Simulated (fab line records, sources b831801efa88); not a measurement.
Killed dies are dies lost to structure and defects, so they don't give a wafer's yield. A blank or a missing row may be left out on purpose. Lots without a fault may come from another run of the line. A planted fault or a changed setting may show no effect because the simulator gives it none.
Split-lot experiment | flow gf180mcu | 5 lots, 23 wafers read, on a route of 602 steps

THE SPLIT
At GF_M2_SPUTTER_04 (material TiN, target thk 50 nm, time 41.7 s), the setting time_s was moved away from the recipe's 41.7 s on 10 of the 23 wafers read, by -13.3% to +12.4%. The other wafers ran this setting at the recipe's value.

The reading is taken at the split's own step.

THE READING
TiN_of_M2_SPUTTER_04.thk_nm (the simulator's own value, which no gauge read), in nm, at GF_M2_SPUTTER_04 (material TiN, target thk 50 nm, time 41.7 s). The file gives no usual value for it. The 13 wafers here that ran the recipe average 50.08 nm, standard deviation 0.9 nm.

wafer  | tool, chamber at the split | time_s as run, s | against the recipe | TiN_of_M2_SPUTTER_04.thk_nm, nm | against lot-mates on the recipe
L076.2 | pvd_sputter-02, -          | 36.15            | -13.3%             | 43.43                           | -7.22
L076.3 | pvd_sputter-02, -          | 36.15            | -13.3%             | 43.15                           | -7.50
L076.4 | pvd_sputter-02, -          | 41.7             | recipe             | 50.88                           | -
L076.5 | pvd_sputter-02, -          | 41.7             | recipe             | 50.24                           | -
L076.6 | pvd_sputter-02, -          | 41.7             | recipe             | 50.84                           | -
L079.2 | pvd_sputter-02, -          | 41.7             | recipe             | 48.91                           | -
L079.3 | pvd_sputter-02, -          | 41.7             | recipe             | 49.06                           | -
L079.6 | pvd_sputter-02, -          | 41.7             | recipe             | 48.59                           | -
L082.2 | pvd_sputter-03, -          | 46.88            | +12.4%             | 55.81                           | +5.76
L082.3 | pvd_sputter-03, -          | 41.7             | recipe             | 50.3                            | -
L082.4 | pvd_sputter-03, -          | 41.7             | recipe             | 49.81                           | -
L082.5 | pvd_sputter-03, -          | 46.88            | +12.4%             | 56.15                           | +6.09
L082.6 | pvd_sputter-03, -          | 46.88            | +12.4%             | 55.82                           | +5.77
L083.1 | pvd_sputter-02, -          | 41.7             | recipe             | 49.39                           | -
L083.3 | pvd_sputter-02, -          | 41.7             | recipe             | 50.01                           | -
L083.4 | pvd_sputter-02, -          | 36.98            | -11.3%             | 44.61                           | -5.18
L083.5 | pvd_sputter-02, -          | 36.98            | -11.3%             | 44.15                           | -5.64
L083.6 | pvd_sputter-02, -          | 41.7             | recipe             | 49.98                           | -
L084.1 | pvd_sputter-04, -          | 41.7             | recipe             | 51.26                           | -
L084.3 | pvd_sputter-04, -          | 38.95            | -6.6%              | 48.03                           | -3.45
L084.4 | pvd_sputter-04, -          | 41.7             | recipe             | 51.71                           | -
L084.5 | pvd_sputter-04, -          | 38.95            | -6.6%              | 47.59                           | -3.89
L084.6 | pvd_sputter-04, -          | 38.95            | -6.6%              | 48.32                           | -3.16

THE FIT
A straight line over all 23 wafers: TiN_of_M2_SPUTTER_04.thk_nm changes by +0.474 nm for each +1% of time_s; r = +0.97; the points scatter about the line by 0.84 nm.
The same after taking each lot's own level away (the mean of its wafers on the recipe; 23 wafers): +0.501 nm for each +1%; r = +1.00; scatter 0.35 nm.
On that fit, the largest move of time_s shifts the reading by 6.7 nm.
The lots' own levels span 48.853 to 51.485 nm, that is 2.9 times the standard deviation above.
So the lot-to-lot level changes the slope little: the two slopes agree.
Check: with one of the wafers moved furthest among these (-13.3%) left out of the fit, the line predicts -6.69 nm for it against its lot-mates. It came out at -7.22 nm against them.

OTHER SPLITS ON THESE WAFERS
These wafers also went through other splits before the reading. Each is held against what the fit with the lots' levels taken away leaves over:
other split on the same wafers  | wafers away from the commonest value | r with TiN_of_M2_SPUTTER_04.thk_nm (lot level and that fit taken away)
GF_V1_CMP_04 leave_above_ref_nm | 7                                    | -0.09
GF_V1_PEB_12 peb_temp_c         | 8                                    | -0.01
GF_M2_SPUTTER_00 time_s         | 5                                    | +0.05

THE FILE'S OWN FIT
TiN_of_M2_SPUTTER_04.thk_nm changes by +0.508 nm for each +1% of time_s, r = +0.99.
